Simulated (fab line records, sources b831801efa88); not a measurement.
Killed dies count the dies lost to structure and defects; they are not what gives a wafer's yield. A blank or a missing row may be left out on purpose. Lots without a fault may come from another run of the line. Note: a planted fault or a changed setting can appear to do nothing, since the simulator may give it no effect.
Comparing a struck lot with a sound one -- flow sky130 -- 20 steps out of a route of 708
Sound: wafers L161.3, L161.4, L161.5. Wafers L170.1, L170.2, L170.3 were the ones struck. At the end, the cause is stated.
At each step with rows: each side's tool, then ch and its chambers, then its first start. Under that, the readings that differ: sound wafers -- struck wafers -- difference of the means -- sigmas: that difference in standard deviations of wafers without a fault.
alike: readings with means less than 2 such deviations apart, plus words and numbers identical on both sides. not compared: withheld readings, readings lacking a value on some wafer, bounds such as >300 that could conceal the same value, and numbers that have no deviation in the record and whose values overlap.
The two part at a step that has a row with sigmas, a row that says differs or no value, or rows on one side only. When numbers do not overlap yet have no deviation, they are printed without sigmas and do not part them. A reading that every wafer of one side lacks parts them only if that side has two wafers or more.

SKY_GATE_OXIDE_OVL_MEAS_10:
  sound: overlay-02 at day 14 08:11; struck: overlay-02 at day 18 00:16
  alike: GATE_OXIDE_OVL
then, 2 steps without rows for these wafers: SKY_GATE_OXIDE_IMPLANT_11; SKY_GATE_OXIDE_WET_ETCH_12 (etches SiO2 in dHF, target depth 16.8 nm, time 336 s).
SKY_GATE_OXIDE_STRIP_13: strips in O2/N2.
  sound on plasmaAsher-01 ch 0,1, day 14 08:29; struck on plasmaAsher-01 ch 0,1, day 18 00:33
  alike: drypumpMotorCurrentA, o2FlowSccm, oesProductAu, stripTimeToEndpointS
  not compared: rfHoursCounterH
SKY_GATE_OXIDE_TW_MEAS_14:
  sound: filmMetro-02 at day 14 08:35; struck: filmMetro-03 at day 18 00:39
  alike: GATE_OXIDE_TW
then, 3 steps without rows for these wafers: SKY_GATE_OXIDE_CLEAN_15 (cleans in SC1/SC2, time 150 s); SKY_GATE_OXIDE_OXIDATION_16 (stabilise 600 s, purge 300 s, target thk 3.57 nm); SKY_POLY_GATE_CVD_00 (deposits poly-Si, target thk 180 nm, time 720 s).
SKY_POLY_GATE_THK_MEAS_01:
  sound: filmMetro-02 at day 14 12:34; struck: filmMetro-02 at day 18 03:29
  alike: POLY_GATE_CVD_00_THK
then, 3 steps without rows for these wafers: SKY_RES_PROTECT_DEHYDRATE_00 (time 60 s); SKY_RES_PROTECT_HMDS_01 (prime time 60 s); SKY_RES_PROTECT_COAT_02 (resist thk 1140 nm).
SKY_RES_PROTECT_SOFTBAKE_03: time 60 s.
  sound on lithoTrack-04 ch 0, day 15 01:58; struck on lithoTrack-02 ch 0, day 18 18:27
reading,sound,struck,difference,sigmas
heaterPowerTotalW (W),56.56 56.62 56.53,66.89 66.92 66.91,+10.34,+99 or more
runLengthS (s),89.08 89.31 89.20,65.67 65.53 65.68,-23.57,-99 or more
then, 2 steps without rows for these wafers: SKY_RES_PROTECT_EXPOSE_04 (exposes mask RPM, target cd 1270 nm); SKY_RES_PROTECT_PEB_05.
SKY_RES_PROTECT_DEVELOP_06: develop time 60 s.
  sound on lithoTrack-02 ch 0, day 15 15:06; struck on lithoTrack-01 ch 0, day 19 09:13
reading,sound,struck,difference,sigmas
model.NOVOLAK_of_RES_PROTECT_COAT_02.thkNm (nm),1137 1134 1138,1153 1153 1153,+17,
after that, 1 step had no rows for these wafers: SKY_POLY_GATE_IMPLANT_02.
SKY_RES_PROTECT_STRIP_07: strips in O2/N2.
  sound on plasmaAsher-01 ch 0,1, day 15 15:23; struck on plasmaAsher-03 ch 0,1, day 19 09:31
reading,sound,struck,difference,sigmas
stripTimeToEndpointS (s),23.27 23.24 23.27,23.43 23.41 23.42,+0.16,+4
  alike: drypumpMotorCurrentA, o2FlowSccm, oesProductAu
  not compared: rfHoursCounterH
SKY_RES_PROTECT_TW_MEAS_08:
  sound: filmMetro-01 at day 15 15:28; struck: filmMetro-02 at day 19 09:37
  alike: POLY_GATE_TW
-- record jumps: 29 days separate the struck wafers' starts on either side; left off in module RES_PROTECT, taken up again in module PAD_OPEN, whose first shown step is the route's number 708 --
SKY_PAD_OPEN_PROBE_99:
  sound: prober-02 at day 46 01:16; struck: prober-02 at day 48 21:08
  alike: killed_at_M0_to_M3, killed_at_M4_up, killedAtContacts, killedAtFrontEnd, killedAtOther, killedDies, killedOpen, killedShort

## WHERE THEY PART
At SKY_RES_PROTECT_SOFTBAKE_03 first; at SKY_RES_PROTECT_STRIP_07 last (within this record only). Later steps at which nothing parts them and some readings are alike: SKY_RES_PROTECT_TW_MEAS_08, SKY_PAD_OPEN_PROBE_99.

WHY: what had been put in by the simulator
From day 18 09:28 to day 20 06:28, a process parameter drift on lithoTrack-02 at SKY_RES_PROTECT_SOFTBAKE_03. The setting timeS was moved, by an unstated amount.
